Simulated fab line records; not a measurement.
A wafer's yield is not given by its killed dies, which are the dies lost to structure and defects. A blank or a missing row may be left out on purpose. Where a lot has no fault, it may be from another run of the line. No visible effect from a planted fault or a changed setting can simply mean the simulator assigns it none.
Which tool is to blame? -- flow gf180mcu -- 42 wafers from 14 lots sampled at 3 of the route's 602 steps

WHAT THE GAUGES READ, wafer by wafer
GF_M4_RS_MEAS_05: uses a four-point probe to measure.
lot,measured,on,M4_ALCU_RS (ohm/sq)
L337,day 22 10:53,filmMetro-03,0.0690 0.0683 0.0688
L338,day 23 09:02,filmMetro-02,0.0698 0.0702 0.0694
L339,day 23 15:34,filmMetro-03,0.0698 0.0698 0.0680
L340,day 24 00:01,filmMetro-01,0.0682 0.0688 0.0693
L341,day 24 11:10,filmMetro-01,0.0699 0.0688 0.0687
L342,day 25 02:40,filmMetro-03,0.0695 0.0703 0.0690
L343,day 25 07:38,filmMetro-01,0.0682 0.0677 0.0682
L344,day 25 09:31,filmMetro-03,0.0698 0.0685 0.0685
L347,day 26 10:35,filmMetro-01,0.0710 0.0698 0.0715
L351,day 27 13:47,filmMetro-03,0.0710 0.0703 0.0695
L352,day 27 17:46,filmMetro-02,0.0692 0.0701 0.0691
L357,day 29 04:50,filmMetro-02,0.0702 0.0694 0.0679
L359,day 29 18:04,filmMetro-02,0.0678 0.0686 0.0686
L360,day 30 00:03,filmMetro-03,0.0677 0.0680 0.0685

GF_V4_THK_MEAS_25: measures by xrf.
lot,measured,on,V4_W_THK (nm)
L337,day 24 11:05,filmMetro-03,355 354 359
L338,day 25 08:41,filmMetro-03,359 355 354
L339,day 25 13:52,filmMetro-03,352 354 356
L340,day 25 22:29,filmMetro-03,356 348 347
L341,day 26 09:24,filmMetro-03,355 357 357
L342,day 26 23:28,filmMetro-03,357 359 359
L343,day 27 04:48,filmMetro-01,356 357 353
L344,day 27 06:14,filmMetro-01,362 360 364
L347,day 28 06:07,filmMetro-01,357 347 351
L351,day 29 08:07,filmMetro-01,358 356 358
L352,day 29 11:10,filmMetro-01,364 364 356
L357,day 30 20:38,filmMetro-01,356 358 365
L359,day 31 09:28,filmMetro-01,356 360 354
L360,day 31 16:17,filmMetro-01,364 361 362

WHICH TOOL RAN EACH LOT (tool, then ch and the chambers of the sampled wafers, then the start)
lot,GF_STI_WET_ETCH_26
L337,"wetBench-04 ch 3, day 2 04:16"
L338,"wetBench-04 ch 2, day 2 10:44"
L339,"wetBench-03 ch 2, day 2 17:07"
L340,"wetBench-03 ch 2, day 2 20:50"
L341,"wetBench-01 ch 3, day 3 01:43"
L342,"wetBench-03 ch 1, day 3 07:20"
L343,"wetBench-04 ch 1, day 3 13:05"
L344,"wetBench-01 ch 3, day 3 16:53"
L347,"wetBench-03 ch 0, day 4 07:52"
L351,"wetBench-03 ch 0, day 5 05:51"
L352,"wetBench-03 ch 3, day 5 09:03"
L357,"wetBench-04 ch 0, day 6 10:37"
L359,"wetBench-01 ch 1, day 6 21:08"
L360,"wetBench-04 ch 1, day 7 04:02"
- GF_STI_WET_ETCH_26: etches SiO2 in dHF, target depth 94 nm, time 188 s.

WHAT THE TOOLS THEMSELVES READ (means of the sampled wafers that have a number; where no wafer has one, the mark that the record gives instead)
The record holds no such reading with a usual standard deviation.

THE ANSWER, worked out from the rows above alone
Rule: the usual values come from the lots themselves. Put in order of their means at a reading, lots are off if they are a third of the lots or fewer, leave a main group of 4 or more, and stand apart from it by a gap of 3 or more times the standard deviation of the main group's means; of several such gaps the widest counts. A main group is skipped when, at the precision printed for the reading in the tables above, its means are all equal. Also off: a lot with no number at a reading for which 4 or more lots have one. All remaining lots with rows at the step are treated as sound. The gauges are gone through in route order, then the tools' own readings, and for those a lot's mean is taken as printed above. The first step at which some lot is off is used, and at that step the reading that is off furthest; a lot without a number counts as furthest.
No lot is off on any of the readings shown, so nothing can be concluded from this.

WHAT THE SIMULATOR HAD INSERTED
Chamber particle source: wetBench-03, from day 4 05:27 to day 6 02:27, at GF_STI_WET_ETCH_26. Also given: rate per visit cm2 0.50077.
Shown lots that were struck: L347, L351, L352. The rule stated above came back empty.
